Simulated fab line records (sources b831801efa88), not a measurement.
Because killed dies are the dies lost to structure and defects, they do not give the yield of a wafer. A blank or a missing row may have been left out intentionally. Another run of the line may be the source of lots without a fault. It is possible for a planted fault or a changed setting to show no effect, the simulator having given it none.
What tool caused it? + flow sky130 + 39 wafers from 13 lots sampled at 6 of the route's 708 steps

## WHAT THE GAUGES SHOWED, per wafer
SKY_NWELL_RS_MEAS_29: measurement is done with a four-point probe.
| lot  | measured     | on            | NWELL_RS (ohm/sq) |
|------|--------------|---------------|-------------------|
| L476 | day 5 06:10  | film_metro-02 | 624.1 625.0 625.0 |
| L477 | day 5 12:01  | film_metro-01 | 626.7 625.5 626.7 |
| L478 | day 5 17:31  | film_metro-01 | 626.7 625.2 624.9 |
| L479 | day 6 00:50  | film_metro-04 | 626.6 625.5 625.0 |
| L480 | day 6 10:13  | film_metro-02 | 624.5 625.6 628.4 |
| L488 | day 8 14:29  | film_metro-04 | 624.4 626.7 625.4 |
| L492 | day 9 08:22  | film_metro-04 | 624.8 622.9 623.2 |
| L494 | day 10 02:16 | film_metro-02 | 622.9 623.2 623.3 |
| L495 | day 10 05:28 | film_metro-04 | 622.3 623.7 622.9 |
| L496 | day 10 09:55 | film_metro-01 | 626.3 627.3 626.3 |
| L497 | day 10 17:52 | film_metro-04 | 621.9 622.7 622.5 |
| L498 | day 10 21:43 | film_metro-04 | 625.1 625.0 625.5 |
| L499 | day 11 03:58 | film_metro-04 | 624.9 622.8 625.0 |

SKY_NWELL_RS_MEAS_31: measurement is done with a four-point probe.
| lot  | measured     | on            | PWDE_RS (ohm/sq) |
|------|--------------|---------------|------------------|
| L476 | day 5 06:24  | film_metro-02 | 5255 5245 5252   |
| L477 | day 5 12:16  | film_metro-01 | 5289 5292 5287   |
| L478 | day 5 17:45  | film_metro-01 | 5240 5260 5247   |
| L479 | day 6 01:04  | film_metro-04 | 5286 5283 5273   |
| L480 | day 6 10:27  | film_metro-02 | 5253 5250 5249   |
| L488 | day 8 14:44  | film_metro-04 | 5283 5294 5297   |
| L492 | day 9 08:37  | film_metro-04 | 5277 5273 5263   |
| L494 | day 10 02:31 | film_metro-02 | 5291 5282 5293   |
| L495 | day 10 05:42 | film_metro-04 | 5265 5272 5268   |
| L496 | day 10 10:10 | film_metro-01 | 5297 5305 5285   |
| L497 | day 10 18:06 | film_metro-04 | 5260 5272 5261   |
| L498 | day 10 21:58 | film_metro-04 | 5264 5263 5271   |
| L499 | day 11 04:13 | film_metro-04 | 5246 5259 5260   |

SKY_VT_ADJUST_HVTP_TW_MEAS_11.
| lot  | measured     | on            | VT_ADJUST_HVTP_TW |
|------|--------------|---------------|-------------------|
| L476 | day 6 00:27  | film_metro-04 | 1358 1358 1358    |
| L477 | day 6 06:20  | film_metro-03 | 1358 1352 1345    |
| L478 | day 6 12:39  | film_metro-02 | 1328 1336 1342    |
| L479 | day 6 19:56  | film_metro-02 | 1328 1329 1328    |
| L480 | day 7 05:30  | film_metro-04 | 1361 1363 1361    |
| L488 | day 9 11:59  | film_metro-02 | 30 30 30          |
| L492 | day 10 06:45 | film_metro-04 | 1368 1359 1365    |
| L494 | day 11 01:05 | film_metro-02 | 1338 1341 1346    |
| L495 | day 11 04:51 | film_metro-04 | 1349 1364 1360    |
| L496 | day 11 09:29 | film_metro-03 | 1354 1362 1367    |
| L497 | day 11 17:53 | film_metro-03 | 1356 1359 1355    |
| L498 | day 11 22:00 | film_metro-04 | 1361 1362 1358    |
| L499 | day 12 03:20 | film_metro-04 | 1352 1348 1358    |

SKY_VT_ADJUST_LVTN_TW_MEAS_10.
| lot  | measured     | on            | VT_ADJUST_LVTN_TW |
|------|--------------|---------------|-------------------|
| L476 | day 6 19:25  | film_metro-01 | 236.7 239.2 237.6 |
| L477 | day 7 01:32  | film_metro-03 | 241.4 240.6 242.7 |
| L478 | day 7 07:55  | film_metro-04 | 242.9 241.7 241.9 |
| L479 | day 7 15:11  | film_metro-03 | 241.0 240.5 241.8 |
| L480 | day 8 02:03  | film_metro-01 | 240.8 239.6 239.5 |
| L488 | day 10 10:23 | film_metro-03 | 241.1 240.6 240.0 |
| L492 | day 11 06:02 | film_metro-04 | 244.0 242.0 241.1 |
| L494 | day 12 00:05 | film_metro-01 | 240.7 238.9 240.2 |
| L495 | day 12 03:56 | film_metro-03 | 241.2 241.6 241.4 |
| L496 | day 12 08:26 | film_metro-04 | 240.8 239.5 241.6 |
| L497 | day 12 16:43 | film_metro-04 | 240.4 240.6 241.1 |
| L498 | day 12 21:33 | film_metro-03 | 242.8 242.2 242.5 |
| L499 | day 13 03:42 | film_metro-03 | 241.5 242.7 242.3 |

## TOOL THAT RAN EACH LOT (tool first, then ch and the chambers of the sampled wafers, then the start)
| lot  | SKY_NWELL_STRIP_25                   | SKY_VT_ADJUST_HVTP_STRIP_10          |
|------|--------------------------------------|--------------------------------------|
| L476 | plasma_asher-03 ch 0,1, day 5 05:51  | plasma_asher-01 ch 0,1, day 6 00:21  |
| L477 | plasma_asher-03 ch 0,1, day 5 11:43  | plasma_asher-03 ch 0,1, day 6 06:14  |
| L478 | plasma_asher-03 ch 0,1, day 5 17:11  | plasma_asher-02 ch 0,1, day 6 12:34  |
| L479 | plasma_asher-04 ch 0,1, day 6 00:30  | plasma_asher-03 ch 0,1, day 6 19:50  |
| L480 | plasma_asher-03 ch 0,1, day 6 09:54  | plasma_asher-01 ch 0,1, day 7 05:24  |
| L488 | plasma_asher-03 ch 0,1, day 8 14:10  | plasma_asher-02 ch 0,1, day 9 11:53  |
| L492 | plasma_asher-04 ch 0,1, day 9 08:04  | plasma_asher-03 ch 0,1, day 10 06:39 |
| L494 | plasma_asher-04 ch 0,1, day 10 01:58 | plasma_asher-01 ch 0,1, day 11 00:59 |
| L495 | plasma_asher-02 ch 0,1, day 10 05:08 | plasma_asher-01 ch 0,1, day 11 04:46 |
| L496 | plasma_asher-04 ch 0,1, day 10 09:36 | plasma_asher-03 ch 0,1, day 11 09:23 |
| L497 | plasma_asher-03 ch 0,1, day 10 17:33 | plasma_asher-02 ch 0,1, day 11 17:47 |
| L498 | plasma_asher-04 ch 0,1, day 10 21:25 | plasma_asher-03 ch 0,1, day 11 21:54 |
| L499 | plasma_asher-04 ch 0, day 11 03:40   | plasma_asher-02 ch 0, day 12 03:14   |
- SKY_NWELL_STRIP_25: strips in O2/N2.
- SKY_VT_ADJUST_HVTP_STRIP_10: strips in O2/N2.

## WHAT THE TOOLS THEMSELVES READ (means of the sampled wafers that have a number; where no wafer has one, the mark that the record gives instead)
SKY_NWELL_STRIP_25.
| lot  | tool            | drypump_motor_current_A (A) | o2_flow_sccm (sccm) | oes_product_au (a.u.) | strip_time_to_endpoint_s (s) |
|------|-----------------|-----------------------------|---------------------|-----------------------|------------------------------|
| L476 | plasma_asher-03 | 5.74                        | 2993                | 0.721                 | 36.92                        |
| L477 | plasma_asher-03 | 5.94                        | 3003                | 0.721                 | 37.06                        |
| L478 | plasma_asher-03 | 5.74                        | 2998                | 0.722                 | 37.05                        |
| L479 | plasma_asher-04 | 5.94                        | 3003                | 0.724                 | 36.83                        |
| L480 | plasma_asher-03 | 5.73                        | 3000                | 0.722                 | 36.70                        |
| L488 | plasma_asher-03 | 5.66                        | 2993                | 0.858                 | -                            |
| L492 | plasma_asher-04 | 5.95                        | 2998                | 0.721                 | 36.85                        |
| L494 | plasma_asher-04 | 5.95                        | 3000                | 0.722                 | 36.96                        |
| L495 | plasma_asher-02 | 6.09                        | 3004                | 0.722                 | 36.80                        |
| L496 | plasma_asher-04 | 5.94                        | 2995                | 0.719                 | 36.82                        |
| L497 | plasma_asher-03 | 5.71                        | 3006                | 0.720                 | 36.91                        |
| L498 | plasma_asher-04 | 5.94                        | 2998                | 0.723                 | 36.84                        |
| L499 | plasma_asher-04 | 6.09                        | 3009                | 0.726                 | 36.90                        |

SKY_VT_ADJUST_HVTP_STRIP_10.
| lot  | tool            | drypump_motor_current_A (A) | o2_flow_sccm (sccm) | oes_product_au (a.u.) | strip_time_to_endpoint_s (s) |
|------|-----------------|-----------------------------|---------------------|-----------------------|------------------------------|
| L476 | plasma_asher-01 | 6.15                        | 3002                | 0.716                 | 14.12                        |
| L477 | plasma_asher-03 | 5.92                        | 2999                | 0.713                 | 14.12                        |
| L478 | plasma_asher-02 | 6.16                        | 3002                | 0.714                 | 14.16                        |
| L479 | plasma_asher-03 | 5.96                        | 2995                | 0.714                 | 14.19                        |
| L480 | plasma_asher-01 | 6.16                        | 2998                | 0.711                 | 14.14                        |
| L488 | plasma_asher-02 | 6.08                        | 2996                | 0.727                 | 50.49                        |
| L492 | plasma_asher-03 | 5.94                        | 2992                | 0.715                 | 14.20                        |
| L494 | plasma_asher-01 | 6.20                        | 2993                | 0.719                 | 14.22                        |
| L495 | plasma_asher-01 | 6.19                        | 3011                | 0.714                 | 14.23                        |
| L496 | plasma_asher-03 | 5.94                        | 3000                | 0.711                 | 14.23                        |
| L497 | plasma_asher-02 | 6.08                        | 2997                | 0.716                 | 14.16                        |
| L498 | plasma_asher-03 | 5.93                        | 2994                | 0.711                 | 14.16                        |
| L499 | plasma_asher-02 | 6.01                        | 3007                | 0.714                 | 14.10                        |

## THE ANSWER, worked out from the rows above alone
Rule: usual is defined by the lots themselves. The widest of any qualifying gaps counts: lots, ordered by their means at a reading, are off when they make up no more than a third of the lots, leave a main group of 4 or more, and stand apart from it by 3 or more times the standard deviation of that group's means. Not used: any main group whose means are identical at the precision the tables above print for the reading. A lot without any number at a reading at which 4 lots or more have one is off too. Any other lot the step has rows for is counted as sound. After the gauges, taken in route order, come the tools' own readings; for these a lot's mean is taken, as printed above. The first step at which some lot is off is used, and at that step the reading that is off furthest; a lot without a number counts as furthest.
Off: at SKY_VT_ADJUST_HVTP_TW_MEAS_11 (VT_ADJUST_HVTP_TW), L488. The main group has a mean of 1352 with a standard deviation of 11.
If a tool, at a process step before that reading, ran all the lots that are off and no sound lot after the first of them, it fits. The gauges at SKY_VT_ADJUST_HVTP_TW_MEAS_11 aren't tried: what is off there is off at SKY_NWELL_STRIP_25 too, on other tools, and a gauge's error can't cause that. None of those tried fits.

## WHAT WAS PUT IN BY THE SIMULATOR
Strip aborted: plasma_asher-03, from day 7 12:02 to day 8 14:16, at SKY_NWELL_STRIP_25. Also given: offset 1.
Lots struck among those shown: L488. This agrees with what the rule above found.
